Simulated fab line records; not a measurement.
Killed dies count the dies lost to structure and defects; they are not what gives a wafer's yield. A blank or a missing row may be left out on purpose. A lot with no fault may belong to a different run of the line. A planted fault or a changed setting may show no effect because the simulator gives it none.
fab line records | flow sky130
record: lots: 5 wafers: 15 last-day: 50
route steps=708 shown PASSIVATION@689 PAD_OPEN@694
lots with no fault: from the same line, run without faults
start-h: start of the lot's first displayed wafer, in hours after the record's first day | wait-h: hours elapsed since this lot's preceding step | " as in the row above | L1.1+2: several wafers, shown together as one row | - value missing, or start not given | * or withheld: withheld | < > ~ a bound
route shown NAME@n: names a module that has steps shown in the file, with the first one's number in the route | usual: the fault-free wafers' mean and standard deviation | same: alike in all rows | chamber/n: place in a boat | sites: each site's reading | _std_site: the standard deviation of these | _edge_site: inner sites' mean taken away from outer sites' mean | radius-mm: how far each site lies from the wafer's centre | mask NAME#n: copy n | behind: the last tool/chamber to shape the wafer | hold: why the lot was held/for how many hours/how that ended | device: transistor that didn't switch, given as n, p or np | end of line: at the end of the route, the tests of the same wafers | where a step has no rows: the recipe by itself | killed: dies that structure and defects cost at the first sort, which is not the same as the wafer's yield | map: shows each die of a wafer: x if killed, . if not, _ if none is there
set.NAME: the setting the step ran with; set.NAME@STEP: the setting that earlier step ran with | model.NAME: the simulator's own value behind a step, which no gauge read
lots at some steps of the route; a table a step, a row a wafer
services: from which hour (start-h, from the record's first day; less than 0 if before it) a tool's chamber was out of use, for how many hours, and why
== steps ==
step: SKY_PASSIVATION_EXPOSE_08
recipe: mask-id: NSM target-cd-nm: 3000 na: 0.57 dose-mj: 260
step: SKY_PASSIVATION_PEB_09
recipe: temp-c: 115 time-s: withheld
step: SKY_PASSIVATION_DEVELOP_10
recipe: develop-time-s: 60 dev-temp-c: 23
step: SKY_PASSIVATION_ETCH_11
recipe: chemistry: CF4/O2 target-depth-nm: 725 stop-on: AlCu source-w: 800 bias-w: 150 pressure-mtorr: 150 cf4-flow-sccm: 80 O2_flow_sccm: 10 time-s: 161.1
usual: drypump-motor-current-A: 5.6/0.47 oes-product-au: 0.978/0.0074 throttle-valve-pct: 5.964/0.009
columns lot.wafer tool chamber start-h wait-h drypump-motor-current-A oes-product-au rf-hours-counter-h throttle-valve-pct
L390.1 rie-diel-02 0 1086.67 - 6.5 0.969 6 5.969
L390.5 " 3 " " 5.3 0.974 - 5.978
L390.6 " 0 " " 6.5 0.975 - 5.953
L395.1 rie-diel-03 3 1115.53 - 6.0 0.971 23 5.970
L395.4 " 3 " " 6.0 0.983 - 5.963
L395.6 " 3 " " 6.0 0.987 - 5.957
L404.2 rie-diel-02 2 1158.54 - 5.5 0.984 0 5.958
L404.3 " 3 " " 5.2 0.972 10 5.955
L404.4 " 0 " " 6.5 0.990 8 5.956
L406.1 rie-diel-02 2 1168.58 - 5.5 0.969 1 5.947
L406.3 " 3 " " 5.2 0.967 10 5.958
L406.4 " 1 " " 5.3 0.984 17 5.975
L409.2 rie-diel-02 1 1185.39 - 5.2 0.970 17 5.952
L409.4 " 3 " " 5.2 0.973 11 5.965
L409.6 " 2 " " 5.5 0.975 - 5.967
step: SKY_PASSIVATION_STRIP_12
recipe: chemistry: O2/N2 power-w: 1400 pressure-mtorr: 1500 platen-temp-c: withheld overash-fraction: 0.7 o2-flow-sccm: 3000 n2-flow-sccm: 300
usual: drypump-motor-current-A: 5.7/0.6 oes-product-au: 0.661/0.0045 strip-time-to-endpoint-s: 31.48/0.15
columns lot.wafer tool chamber start-h wait-h drypump-motor-current-A oes-product-au rf-hours-counter-h strip-time-to-endpoint-s
L390.1 plasma-asher-03 1 1086.77 0.1 6.4 0.663 96 31.55
L390.5 " 1 " " 6.3 0.661 - 31.47
L390.6 " 0 " " 4.9 0.664 - 31.51
L395.1 plasma-asher-02 0 1115.85 0.3 5.0 0.660 68 31.71
L395.4 " 1 " " 5.4 0.664 - 31.68
L395.6 " 0 " " 4.9 0.665 - 31.57
L404.2 plasma-asher-01 1 1158.65 0.1 5.6 0.669 41 31.41
L404.3 " 0 " " 6.4 0.663 - 31.73
L404.4 " 1 " " 5.6 0.663 - 31.71
L406.1 plasma-asher-01 1 1168.69 0.1 5.6 0.662 42 31.38
L406.3 " 1 " " 5.6 0.662 - 31.54
L406.4 " 0 " " 6.4 0.665 - 31.51
L409.2 plasma-asher-02 0 1185.50 0.1 5.0 0.653 75 31.72
L409.4 " 1 " " 5.4 0.656 - 31.58
L409.6 " 0 " " 5.0 0.660 - 31.45
step: SKY_PAD_OPEN_DEHYDRATE_00
recipe: temp-c: 200 time-s: 60
step: SKY_PAD_OPEN_HMDS_01
recipe: prime-time-s: 60 prime-temp-c: 120
step: SKY_PAD_OPEN_COAT_02
recipe: spin-rpm: 2000 resist-thk-nm: 3000
step: SKY_PAD_OPEN_SOFTBAKE_03
recipe: temp-c: 110 time-s: withheld
step: SKY_PAD_OPEN_EXPOSE_04
recipe: mask-id: PDM target-cd-nm: 60000 na: 0.57 dose-mj: 260
step: SKY_PAD_OPEN_PEB_05
recipe: temp-c: 115 time-s: withheld
step: SKY_PAD_OPEN_DEVELOP_06
recipe: develop-time-s: 60 dev-temp-c: 23
step: SKY_PAD_OPEN_ETCH_07
recipe: chemistry: CF4/O2 target-depth-nm: 725 stop-on: AlCu source-w: 800 bias-w: 150 pressure-mtorr: 150 cf4-flow-sccm: 80 O2_flow_sccm: 10 time-s: 161.1
usual: drypump-motor-current-A: 5.7/0.4 oes-product-au: 0.978/0.0074 throttle-valve-pct: 5.963/0.0091
columns lot.wafer tool chamber start-h wait-h drypump-motor-current-A oes-product-au rf-hours-counter-h throttle-valve-pct model.PAD_OPEN.feature-depth-nm model.etch.depth-nm
L390.1 rie-diel-03 1 1107.51 - 5.0 0.974 21 5.948 704.3 704.3
L390.5 " 0 " " 5.3 0.982 - 5.961 713.1 713.1
L390.6 " 1 " " 5.0 0.972 - 5.956 705.1 705.1
L395.1 rie-diel-01 2 1135.16 - 5.8 0.961 15 5.953 698.4 698.4
L395.4 " 0 " " 6.1 0.978 - 5.959 707.4 707.4
L395.6 " 2 " " 5.8 0.974 - 5.955 699.1 699.1
L404.2 rie-diel-03 3 1176.02 - 6.0 0.843 26 5.915 543.8 543.8
L404.3 " 3 " " 5.9 0.843 - 5.924 545.2 545.2
L404.4 " 0 " " 5.2 0.979 - 5.983 706 706
L406.1 rie-diel-04 1 1185.62 - 5.7 0.970 17 5.958 694.6 694.6
L406.3 " 2 " " 6.3 0.970 26 5.963 690.1 690.1
L406.4 " 2 " " 6.3 0.980 - 5.972 703.3 703.3
L409.2 rie-diel-01 3 1201.46 - 5.8 0.975 16 5.968 697.6 697.6
L409.4 " 2 " " 5.8 0.973 18 5.966 707 707
L409.6 " 2 " " 5.8 0.966 - 5.958 703.8 703.8
step: SKY_PAD_OPEN_STRIP_08
recipe: chemistry: O2/N2 power-w: 1400 pressure-mtorr: 1500 platen-temp-c: withheld overash-fraction: 0.7 o2-flow-sccm: 3000 n2-flow-sccm: 300
usual: drypump-motor-current-A: 5.9/0.49 oes-product-au: 0.663/0.0051 strip-time-to-endpoint-s: 37.13/0.12
columns lot.wafer tool chamber start-h wait-h drypump-motor-current-A oes-product-au rf-hours-counter-h strip-time-to-endpoint-s
L390.1 plasma-asher-01 1 1107.61 0.1 5.6 0.659 36 37.02
L390.5 " 1 " " 5.6 0.661 - 37.05
L390.6 " 0 " " 6.4 0.662 - 37.00
L395.1 plasma-asher-03 0 1135.26 0.1 4.9 0.663 100 37.14
L395.4 " 0 " " 4.9 0.663 - 37.16
L395.6 " 0 " " 4.9 0.659 - 37.15
L404.2 plasma-asher-04 0 1176.18 0.1 5.7 0.665 10 37.23
L404.3 " 1 " " 6.0 0.656 - 37.19
L404.4 " 0 " " 5.8 0.666 - 37.28
L406.1 plasma-asher-01 1 1185.72 0.1 5.6 0.658 43 37.06
L406.3 " 0 " " 6.4 0.660 - 37.11
L406.4 " 1 " " 5.6 0.675 - 37.09
L409.2 plasma-asher-03 0 1201.56 0.1 4.9 0.662 106 37.13
L409.4 " 0 " " 4.9 0.661 - 37.12
L409.6 " 0 " " 4.9 0.660 - 37.13
step: SKY_PAD_OPEN_PROBE_99
usual: defect-limited-yield: 82.3/1.8 killed_at_M0_to_M3: 43/7 killed_at_M4_up: 3.1/1.9 killed-at-contacts: 25/6.1 killed-at-front-end: 15/4.5 killed-at-other: 0.3/0.55 killed-dies: 87/8.9 killed-on-rim: 17/4 killed-open: 47/6.4 killed-short: 40/6.6 sort_bin_3_pad_short: 0.9/0.42 sort_bin_5_function: 10.4/1.4 sort_bin_6_memory: 6.5/1.1 sort-n-pass: 405/8.9 sort-yield-pct: 82.3/1.8
same: gross-dies: 492 killed-at-back-side: 0 sort_bin_4_leakage[%]: 0 sort_bin_8_speed[%]: 0
columns lot.wafer tool chamber start-h wait-h defect-limited-yield[%] killed_at_M0_to_M3 killed_at_M4_up killed-at-contacts killed-at-front-end killed-at-other killed-dies killed-on-rim killed-open killed-short sort_bin_3_pad_short[%] sort_bin_5_function[%] sort_bin_6_memory[%] sort-n-pass sort-yield-pct[%] model.etest.tester.sort-n-pass model.etest.tester.sort-yield-pct model.etest.tester.sort_bin_5_pct model.etest.res-poly.open model.etest.pfet_01v8_hvt.under-floor model.etest.sram-pfet-latch.under-floor model.etest.res-xhigh-po.open model.etest.ring_1v8.no-ring
L390.1 prober-02 - 1110.62 0.1 83.1 36 4 32 11 0 83 18 41 42 0.8 7.9 8.1 409 83.1 409 83.13 7.927 0 0 0 0 0
L390.5 prober-02 - 1110.82 0.2 80.3 55 4 27 11 0 97 17 47 50 0.8 12.2 6.7 395 80.3 395 80.28 12.2 0 0 0 0 0
L390.6 prober-02 - 1110.87 0.2 79.7 43 3 38 14 2 100 22 45 55 1.0 10.4 8.9 392 79.7 392 79.67 10.37 0 0 0 0 0
L395.1 prober-01 - 1137.51 0.1 80.1 54 1 25 17 1 98 20 52 46 0.8 12.6 6.5 394 80.1 394 80.08 12.6 0 0 0 0 0
L395.4 prober-01 - 1137.66 0.2 82.3 44 3 23 16 1 87 20 52 35 0.8 11.4 5.5 405 82.3 405 82.32 11.38 0 0 0 0 0
L395.6 prober-01 - 1137.76 0.2 82.1 48 6 20 14 0 88 9 44 44 1.4 10.4 6.1 404 82.1 404 82.11 10.37 0 0 0 0 0
L404.2 prober-01 - 1178.44 0.1 0 32 2 28 20 410 492 96 53 29 1.0 94.5 4.5 0 0 0 0 94.51 1 1 1 1 1
L404.3 prober-01 - 1178.49 0.2 0 45 3 37 11 396 492 96 61 33 0.6 92.3 7.1 0 0 0 0 92.28 1 1 1 1 1
L404.4 prober-01 - 1178.54 0.2 83.7 33 4 28 15 0 80 15 41 36 0.8 9.1 6.3 412 83.7 412 83.74 9.146 0 0 0 0 0
L406.1 prober-02 - 1187.93 0.1 82.3 47 2 22 15 1 87 17 46 41 0.8 11.4 5.5 405 82.3 405 82.32 11.38 0 0 0 0 0
L406.3 prober-02 - 1188.03 0.2 82.3 46 1 28 12 0 87 18 45 42 1.2 9.8 6.7 405 82.3 405 82.32 9.756 0 0 0 0 0
L406.4 prober-02 - 1188.08 0.2 82.5 47 2 23 14 0 86 20 44 42 0.4 11.0 6.1 406 82.5 406 82.52 10.98 0 0 0 0 0
L409.2 prober-01 - 1204.32 0.1 81.1 48 3 29 12 1 93 18 43 50 0.2 10.2 8.5 399 81.1 399 81.1 10.16 0 0 0 0 0
L409.4 prober-01 - 1204.42 0.2 81.5 42 1 25 23 0 91 11 49 42 0.8 9.8 7.9 401 81.5 401 81.5 9.756 0 0 0 0 0
L409.6 prober-01 - 1204.52 0.2 81.1 45 2 28 18 0 93 22 55 38 0.2 10.4 8.3 399 81.1 399 81.1 10.37 0 0 0 0 0
killed by level:class
L390.1 CONTACT:geometric-particle:short=9 LOCAL_INTERCONNECT:geometric-particle:short=8 VIA2:geometric-particle:open=8 LI_CONTACT:geometric-particle:open=7 CONTACT:geometric-particle:open=6 VIA1:geometric-particle:open=6 METAL2:geometric-particle:short=6 FIELD_ISO:geometric-particle:short=4
L390.5 VIA1:geometric-particle:open=13 LI_CONTACT:geometric-particle:open=8 CONTACT:geometric-particle:open=8 METAL1:geometric-particle:short=8 METAL2:geometric-particle:short=6 CONTACT:geometric-particle:short=5 FIELD_ISO:geometric-particle:short=5 LOCAL_INTERCONNECT:geometric-particle:short=5
L390.6 CONTACT:geometric-particle:short=11 VIA2:geometric-particle:open=8 CONTACT:geometric-particle:open=8 LI_CONTACT:geometric-particle:open=7 LOCAL_INTERCONNECT:geometric-particle:short=6 VIA1:geometric-particle:open=6 VIA3:geometric-particle:open=6 METAL2:geometric-particle:short=6
L395.1 CONTACT:geometric-particle:open=11 VIA1:geometric-particle:open=10 METAL2:geometric-particle:short=9 VIA3:geometric-particle:open=8 VIA2:geometric-particle:open=7 FIELD_ISO:geometric-particle:short=6 LI_CONTACT:geometric-particle:open=6 METAL1:geometric-particle:short=5
L395.4 VIA1:geometric-particle:open=10 VIA2:geometric-particle:open=10 CONTACT:geometric-particle:open=9 CONTACT:geometric-particle:short=8 VIA3:geometric-particle:open=5 FIELD_ISO:geometric-particle:open=4 METAL2:geometric-particle:short=4 VIA2:geometric-particle:short=4
L395.6 VIA1:geometric-particle:open=22 CONTACT:geometric-particle:open=7 FIELD_ISO:geometric-particle:short=6 METAL1:geometric-particle:short=5 METAL2:geometric-particle:short=5 METAL4:geometric-particle:short=5 LOCAL_INTERCONNECT:geometric-particle:short=4 VIA1:geometric-particle:short=4
L404.2 PAD_OPEN:area-etch=410 CONTACT:geometric-particle:open=16 FIELD_ISO:geometric-particle:open=8 VIA1:geometric-particle:open=8 VIA1:geometric-particle:short=5 FIELD_ISO:geometric-particle:short=4 METAL2:geometric-particle:short=4 POLY_GATE:geometric-particle:open=4
L404.3 PAD_OPEN:area-etch=396 CONTACT:geometric-particle:open=17 VIA1:geometric-particle:open=11 VIA2:geometric-particle:open=10 VIA3:geometric-particle:open=8 LOCAL_INTERCONNECT:geometric-particle:short=7 METAL2:geometric-particle:short=7 LI_CONTACT:geometric-particle:open=6
L404.4 CONTACT:geometric-particle:open=13 VIA1:geometric-particle:open=7 METAL1:geometric-particle:short=6 LI_CONTACT:geometric-particle:open=6 CONTACT:geometric-particle:short=6 VIA3:geometric-particle:open=6 FIELD_ISO:geometric-particle:short=5 METAL2:geometric-particle:short=5
L406.1 VIA1:geometric-particle:open=17 LOCAL_INTERCONNECT:geometric-particle:short=7 FIELD_ISO:geometric-particle:open=6 METAL1:geometric-particle:short=6 VIA2:geometric-particle:open=6 LI_CONTACT:geometric-particle:open=4 VIA1:geometric-particle:short=4 LI_CONTACT:geometric-particle:short=3
L406.3 VIA1:geometric-particle:open=11 LOCAL_INTERCONNECT:geometric-particle:short=8 LI_CONTACT:geometric-particle:open=7 CONTACT:geometric-particle:open=7 VIA1:geometric-particle:short=7 VIA2:geometric-particle:open=7 METAL2:geometric-particle:short=6 METAL1:geometric-particle:short=6
L406.4 VIA3:geometric-particle:open=11 VIA2:geometric-particle:open=9 CONTACT:geometric-particle:open=8 CONTACT:geometric-particle:short=6 METAL1:geometric-particle:short=6 VIA1:geometric-particle:short=6 FIELD_ISO:geometric-particle:short=4 FIELD_ISO:geometric-particle:open=4
L409.2 VIA1:geometric-particle:open=11 VIA1:geometric-particle:short=10 CONTACT:geometric-particle:open=9 LI_CONTACT:geometric-particle:open=7 LI_CONTACT:geometric-particle:short=6 CONTACT:geometric-particle:short=6 METAL2:geometric-particle:short=6 FIELD_ISO:geometric-particle:short=5
L409.4 VIA1:geometric-particle:open=10 FIELD_ISO:geometric-particle:open=8 LI_CONTACT:geometric-particle:open=7 METAL1:geometric-particle:short=7 POLY_GATE:geometric-particle:open=6 CONTACT:geometric-particle:open=6 LOCAL_INTERCONNECT:geometric-particle:short=6 POLY_GATE:geometric-particle:short=4
L409.6 CONTACT:geometric-particle:open=16 VIA1:geometric-particle:open=9 VIA2:geometric-particle:open=8 VIA3:geometric-particle:open=7 POLY_GATE:geometric-particle:short=6 FIELD_ISO:geometric-particle:short=5 METAL1:geometric-particle:short=5 LI_CONTACT:geometric-particle:open=5
map L404.2 (x killed, . not)
__________xxxxxxxxxx_________
________xxxxxxxxxxxxxx_______
______xxxxxxxxxxxxxxxxxx_____
_____xxxxxxxxxxxxxxxxxxxx____
____xxxxxxxxxxxxxxxxxxxxxx___
___xxxxxxxxxxxxxxxxxxxxxxxx__
__xxxxxxxxxxxxxxxxxxxxxxxxxx_
_xxxxxxxxxxxxxxxxxxxxxxxxxxxx
_xxxxxxxxxxxxxxxxxxxxxxxxxxxx
_xxxxxxxxxxxxxxxxxxxxxxxxxxxx
_xxxxxxxxxxxxxxxxxxxxxxxxxxxx
_xxxxxxxxxxxxxxxxxxxxxxxxxxxx
_xxxxxxxxxxxxxxxxxxxxxxxxxxxx
_xxxxxxxxxxxxxxxxxxxxxxxxxxxx
_xxxxxxxxxxxxxxxxxxxxxxxxxxxx
__xxxxxxxxxxxxxxxxxxxxxxxxxx_
___xxxxxxxxxxxxxxxxxxxxxxxx__
____xxxxxxxxxxxxxxxxxxxxxx___
_____xxxxxxxxxxxxxxxxxxxx____
______xxxxxxxxxxxxxxxxxx_____
________xxxxxxxxxxxxxx_______
__________xxxxxxxxxx_________
map L390.6 (x killed, . not)
__________.....x...._________
________...x....x.x..._______
______.x..x.xx.........x_____
_____...x.x..x...........____
____x.x..x........xx.....x___
___...x...x.............xx.__
__x..x..x.x.x...x.......x..x_
_xx....x..........x....x.xxx.
_....x..x.....x...x........x.
_.x.xxx.x......x.........x..x
_.x.x..x...x.........x...x...
_...x..x..x....x....x........
_.......x......x....x.....xx.
_....x.............x.......x.
_.........x.x........x.......
__..x........x..........x..x_
___.........x...xx..x...x..__
____.............xx......x___
_____..x.....x..........x____
______x.xx....x..x..xxxx_____
________..x.x........._______
__________........x._________
== services ==
columns tool chamber start-h hours kind
rie-diel-02 - 1063.48 0.1 repair
plasma-asher-04 0 1064.25 - clean
plasma-asher-04 1 1064.25 - clean
rie-diel-03 3 1066.60 3.8 repair
rie-diel-03 - 1084.24 2.8 pm
rie-diel-02 - 1107.18 1.5 repair
rie-diel-03 0 1108.46 8.3 repair
rie-diel-03 2 1113.25 10.3 repair
rie-diel-03 1 1115.01 9.1 repair
rie-diel-01 1 1125.48 11.2 repair
rie-diel-02 2 1132.77 - clean
rie-diel-02 2 1132.77 - consumable-replace:focus-ring
rie-diel-02 2 1132.77 15.7 scheduled-down
rie-diel-02 2 1132.77 15.7 vent-cycle
rie-diel-02 - 1137.40 0.1 repair
rie-diel-01 1 1142.50 10.6 repair
rie-diel-03 2 1166.44 - clean
rie-diel-03 2 1166.44 22.6 scheduled-down
rie-diel-03 2 1166.44 22.6 vent-cycle
rie-diel-03 1 1175.20 9.7 repair
rie-diel-01 0 1186.81 2.8 repair
== key ==
first-sign: step: SKY_PAD_OPEN_ETCH_07 reading: oes-product-au direction: down sigmas: 18 usual: 0.978 struck: 0.843
effect: step: SKY_PAD_OPEN_ETCH_07 reading: throttle-valve-pct direction: down sigmas: 4.8 usual: 5.963 struck: 5.920
effect: step: SKY_PAD_OPEN_PROBE_99 reading: killed-at-other direction: up sigmas: 99+ usual: 0.3 struck: 403
model-effect: step: SKY_PAD_OPEN_ETCH_07 value: PAD_OPEN.feature-depth-nm without: 699.6 struck: 544.5
model-effect: step: SKY_PAD_OPEN_PROBE_99 value: etest.tester.sort-n-pass without: 403 struck: 0
more-kills-born-at: SKY_PAD_OPEN_ETCH_07@rie-diel-03: 806
met-at SKY_PAD_OPEN_ETCH_07
struck-wafers L404.2,L404.3
later-rows-left-out L404.2,L404.3
fault: kind: process-parameter-drift tool: rie-diel-03 chamber: 3 onset-h: 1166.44 steps: SKY_PAD_OPEN_ETCH_07 channel: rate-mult offset: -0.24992 shape: step end-h: 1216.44
later-rows-left-out: the simulator's readings of these wafers behind a module that went badly wrong aren't trusted and aren't shown, but for the sort
